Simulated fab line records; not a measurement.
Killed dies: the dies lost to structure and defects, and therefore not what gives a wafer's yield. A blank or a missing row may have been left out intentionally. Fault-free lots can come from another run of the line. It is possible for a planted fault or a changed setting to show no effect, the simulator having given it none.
Which of the tools did it? / flow gf180mcu / 12 lots, 36 wafers sampled, at 1 step of a route of 602

== WHAT EACH GAUGE READ, for each wafer ==
GF_M3_CD_MEAS_14: the cd target is 280 nm.
lot=L075; measured=day 21 13:12; on=cd_sem-01; cd_nm (nm)=279.1 278.8 277.9
lot=L077; measured=day 22 11:01; on=cd_sem-02; cd_nm (nm)=279.6 280.0 279.3
lot=L079; measured=day 22 23:14; on=cd_sem-01; cd_nm (nm)=280.2 279.1 280.5
lot=L081; measured=day 23 20:22; on=cd_sem-01; cd_nm (nm)=278.7 276.8 278.3
lot=L083; measured=day 24 14:51; on=cd_sem-01; cd_nm (nm)=280.1 280.3 280.3
lot=L085; measured=day 25 06:07; on=cd_sem-01; cd_nm (nm)=277.5 278.0 278.3
lot=L087; measured=day 26 03:22; on=cd_sem-02; cd_nm (nm)=280.3 280.8 280.6
lot=L089; measured=day 26 14:36; on=cd_sem-01; cd_nm (nm)=281.0 280.9 280.9
lot=L091; measured=day 27 02:57; on=cd_sem-02; cd_nm (nm)=280.5 280.0 280.1
lot=L093; measured=day 27 19:01; on=cd_sem-01; cd_nm (nm)=282.5 282.3 280.5
lot=L095; measured=day 28 10:26; on=cd_sem-01; cd_nm (nm)=279.4 279.6 279.9
lot=L097; measured=day 28 18:15; on=cd_sem-02; cd_nm (nm)=282.1 280.7 282.5

== TOOL THAT RAN EACH LOT (tool first, then ch and the chambers of the sampled wafers, then the start) ==
No process step before these readings appears in the record.

== THE ANSWER, worked out from the rows above alone ==
Rule: usual is defined by the lots themselves. Put in order of their means at a reading, lots are off if they are a third of the lots or fewer, leave a main group of 4 or more, and stand apart from it by a gap of 3 or more times the standard deviation of the main group's means; of several such gaps the widest counts. A main group is skipped when, at the precision printed for the reading in the tables above, its means are all equal. A lot without any number at a reading at which 4 lots or more have one is off too. All remaining lots with rows at the step are treated as sound.
No lot is off on any of the readings shown, so nothing can be concluded from this.

== WHAT THE SIMULATOR HAD INSERTED ==
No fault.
